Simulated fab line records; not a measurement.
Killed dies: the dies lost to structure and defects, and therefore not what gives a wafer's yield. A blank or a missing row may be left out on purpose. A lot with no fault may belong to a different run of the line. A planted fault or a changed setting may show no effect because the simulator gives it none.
Which tool was responsible?	flow sky130	36 wafers from 12 lots sampled at 5 of the route's 708 steps

== WHAT THE GAUGES READ, wafer by wafer ==
SKY_CONTACT_THK_MEAS_01.
lot	measured	on	CONTACT_CVD_00_THK (nm)
L205	day 31 08:38	film metro-03	72.7 75.9 73.9
L206	day 31 18:19	film metro-04	75.3 75.1 76.1
L207	day 31 22:32	film metro-04	73.8 74.6 74.8
L209	day 33 00:33	film metro-04	74.4 74.7 75.0
L211	day 33 12:16	film metro-02	73.7 73.9 74.6
L213	day 34 00:58	film metro-02	74.2 76.4 73.5
L214	day 34 04:30	film metro-02	75.2 74.9 76.5
L220	day 35 19:54	film metro-03	73.8 75.5 74.8
L222	day 36 21:02	film metro-03	76.1 75.1 76.8
L224	day 37 09:45	film metro-02	73.7 74.6 75.3
L225	day 37 13:26	film metro-02	74.8 75.0 75.6
L226	day 37 20:17	film metro-02	73.2 74.8 74.4

SKY_CONTACT_BOW_MEAS_05.
lot	measured	on	CONTACT_BOW (um)
L205	day 31 09:07	film metro-03	90 83 88
L206	day 31 18:49	film metro-03	76 80 76
L207	day 31 23:02	film metro-02	85 91 75
L209	day 33 01:02	film metro-04	89 86 77
L211	day 33 12:46	film metro-03	80 85 73
L213	day 34 01:31	film metro-04	100 88 78
L214	day 34 05:00	film metro-04	82 80 87
L220	day 35 20:25	film metro-04	82 93 82
L222	day 36 21:32	film metro-02	80 78 88
L224	day 37 10:14	film metro-02	83 87 90
L225	day 37 13:57	film metro-02	91 93 87
L226	day 37 20:47	film metro-02	83 77 98

SKY_VIA1_THK_MEAS_01.
lot	measured	on	VIA1_HDPCVD_THK (nm)
L205	day 33 18:25	film metro-01	1000 1004 1008
L206	day 34 03:18	film metro-04	1035 1039 1049
L207	day 34 06:43	film metro-01	1030 1032 1046
L209	day 35 09:34	film metro-01	1037 1038 1023
L211	day 35 20:38	film metro-02	1034 1021 912 1034 1022 911
L213	day 36 09:26	film metro-01	1030 1038 1026
L214	day 36 13:38	film metro-01	1046 1037 913 1046 1037 914
L220	day 38 03:50	film metro-01	1020 1034 1020
L222	day 39 04:53	film metro-04	1025 1049 1047
L224	day 39 17:27	film metro-01	1028 1034 1028
L225	day 39 20:17	film metro-02	1049 1071 1056
L226	day 40 03:11	film metro-02	1032 1040 1036

== EACH LOT AND THE TOOL THAT RAN IT (in order: tool; ch and the chambers of the sampled wafers; start) ==
lot	SKY_METAL1_SPUTTER_03	SKY_VIA1_HDPCVD_00
L205	pvd sputter-04, day 32 14:51	hdpcvd-02 ch 1,2, day 33 18:18
L206	pvd sputter-04, day 32 23:44	hdpcvd-02 ch 0,2, day 34 03:11
L207	pvd sputter-01, day 33 03:14	hdpcvd-02 ch 0,1, day 34 06:37
L209	pvd sputter-03, day 34 05:26	hdpcvd-02 ch 0,1, day 35 09:23
L211	pvd sputter-04, day 34 16:42	hdpcvd-02 ch 1, day 35 20:28
L213	pvd sputter-01, day 35 05:38	hdpcvd-01 ch 0,2, day 36 09:18
L214	pvd sputter-03, day 35 09:56	hdpcvd-02 ch 0,1,2, day 36 13:31
L220	pvd sputter-04, day 37 00:27	hdpcvd-01 ch 0,1, day 38 03:43
L222	pvd sputter-01, day 38 01:00	hdpcvd-01 ch 0,1, day 39 04:44
L224	pvd sputter-03, day 38 14:22	hdpcvd-02 ch 0,2, day 39 17:20
L225	pvd sputter-01, day 38 17:43	hdpcvd-02 ch 0,1,2, day 39 20:09
L226	pvd sputter-04, day 39 00:11	hdpcvd-02 ch 0,2, day 40 03:05
- SKY_METAL1_SPUTTER_03: material Ti, target thk 5 nm, time 3.3 s.
- SKY_VIA1_HDPCVD_00: deposits SiO2, target thk 1030 nm, time 171.7 s.

== WHAT THE TOOLS THEMSELVES READ (means of the sampled wafers that have a number; where no wafer has one, the mark that the record gives instead) ==
SKY_METAL1_SPUTTER_03.
lot	tool	throttle valve pct (%)
L205	pvd sputter-04	30.5
L206	pvd sputter-04	30.4
L207	pvd sputter-01	29.6
L209	pvd sputter-03	28.8
L211	pvd sputter-04	30.5
L213	pvd sputter-01	29.8
L214	pvd sputter-03	28.8
L220	pvd sputter-04	30.5
L222	pvd sputter-01	29.9
L224	pvd sputter-03	29.4
L225	pvd sputter-01	29.7
L226	pvd sputter-04	30.6

SKY_VIA1_HDPCVD_00.
lot	tool	run length s (s)
L205	hdpcvd-02	199.1
L206	hdpcvd-02	199.8
L207	hdpcvd-02	199.7
L209	hdpcvd-02	199.7
L211	hdpcvd-02	192.5
L213	hdpcvd-01	199.3
L214	hdpcvd-02	192.8
L220	hdpcvd-01	199.5
L222	hdpcvd-01	199.5
L224	hdpcvd-02	199.3
L225	hdpcvd-02	199.5
L226	hdpcvd-02	199.4

== THE ANSWER, worked out from the rows above alone ==
Rule: the usual values come from the lots themselves. Put in order of their means at a reading, lots are off if they are a third of the lots or fewer, leave a main group of 4 or more, and stand apart from it by a gap of 3 or more times the standard deviation of the main group's means; of several such gaps the widest counts. The tables above print the reading to a certain number of digits; a main group whose means all agree to those digits is not used. Also off: a lot with no number at a reading for which 4 or more lots have one. The other lots that the step has rows for count as sound. After the gauges, taken in route order, come the tools' own readings; for these a lot's mean is taken, as printed above. At the first step where some lot is off, the reading lying furthest off is the one used; lots without a number count as furthest.
Off at SKY_VIA1_HDPCVD_00 (run length s): L211, L214. The main group: mean 199.5 s, standard deviation 0.2.
A tool fits if, at that step or a process step before it, it ran every lot that is off, and no sound lot after the first of them. Not one of the candidates tried fits.

== WHAT WAS PUT IN BY THE SIMULATOR ==
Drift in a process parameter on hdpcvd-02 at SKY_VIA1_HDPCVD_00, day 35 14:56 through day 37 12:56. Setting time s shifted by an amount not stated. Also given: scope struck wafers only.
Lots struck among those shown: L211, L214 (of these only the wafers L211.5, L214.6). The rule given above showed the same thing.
